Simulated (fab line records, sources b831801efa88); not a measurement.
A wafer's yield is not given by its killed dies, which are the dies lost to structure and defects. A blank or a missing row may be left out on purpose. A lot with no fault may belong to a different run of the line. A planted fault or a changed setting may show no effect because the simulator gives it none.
Matching of chambers + flow gf180mcu + GF_V4_CVD_02 on pecvd-03: 3 sister chambers
The step deposits SiO2 from TEOS, target thk 850 nm, time 94.851 s. 6 wafers are shown with their chamber, then 7 later ones without.

## EACH WAFER AND ITS CHAMBER
| wafer  | chamber | heater_power_outer_w (W) | heater_power_w (W) |
|--------|---------|--------------------------|--------------------|
| L503.6 | 0       | 340                      | 612                |
| L518.1 | 2       | 463                      | 771                |
| L518.4 | 1       | 435                      | 679                |
| L518.5 | 2       | 343                      | 615                |
| L519.2 | 1       | 415                      | 667                |
| L519.3 | 0       | 357                      | 664                |

## WAFERS WHOSE CHAMBER IS MISSING
| wafer  | heater_power_outer_w (W) | heater_power_w (W) |
|--------|--------------------------|--------------------|
| L519.6 | 370                      | 688                |
| L520.1 | 365                      | 677                |
| L520.2 | 367                      | 644                |
| L520.3 | 370                      | 607                |
| L523.1 | 439                      | 764                |
| L523.3 | 300                      | 564                |
| L523.4 | 457                      | 788                |

## THE CHAMBER EACH PASSED THROUGH
| wafer  | from the rows above          | in truth |
|--------|------------------------------|----------|
| L519.6 | can't be placed: 2 or 0 or 1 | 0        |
| L520.1 | can't be placed: 0 or 2 or 1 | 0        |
| L520.2 | can't be placed: 0 or 2 or 1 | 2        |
| L520.3 | can't be placed: 0 or 2 or 1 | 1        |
| L523.1 | can't be placed: 2 or 1 or 0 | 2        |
| L523.3 | can't be placed: 0 or 2 or 1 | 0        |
| L523.4 | can't be placed: 2 or 1 or 0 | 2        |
Placed correctly: 0 of 7. From these rows, 7 cannot be placed; in 7 the true chamber is one of the candidates. Number placed wrongly: 0.
How it was worked out, from the rows above alone: a wafer's distance from a chamber is the root of the sum, over the readings, of the square of ((its reading less the chamber's mean) divided by the reading's scatter). If the next closest chamber is less than 2 further off than the closest, the wafer can't be placed; otherwise it belongs to the closest. Each chamber's mean is taken over the wafers shown for it. How the scatter is found: for the shown wafers, subtract from each reading the mean of its chamber, square and add these, divide the total by (wafers less chambers), then take the root.
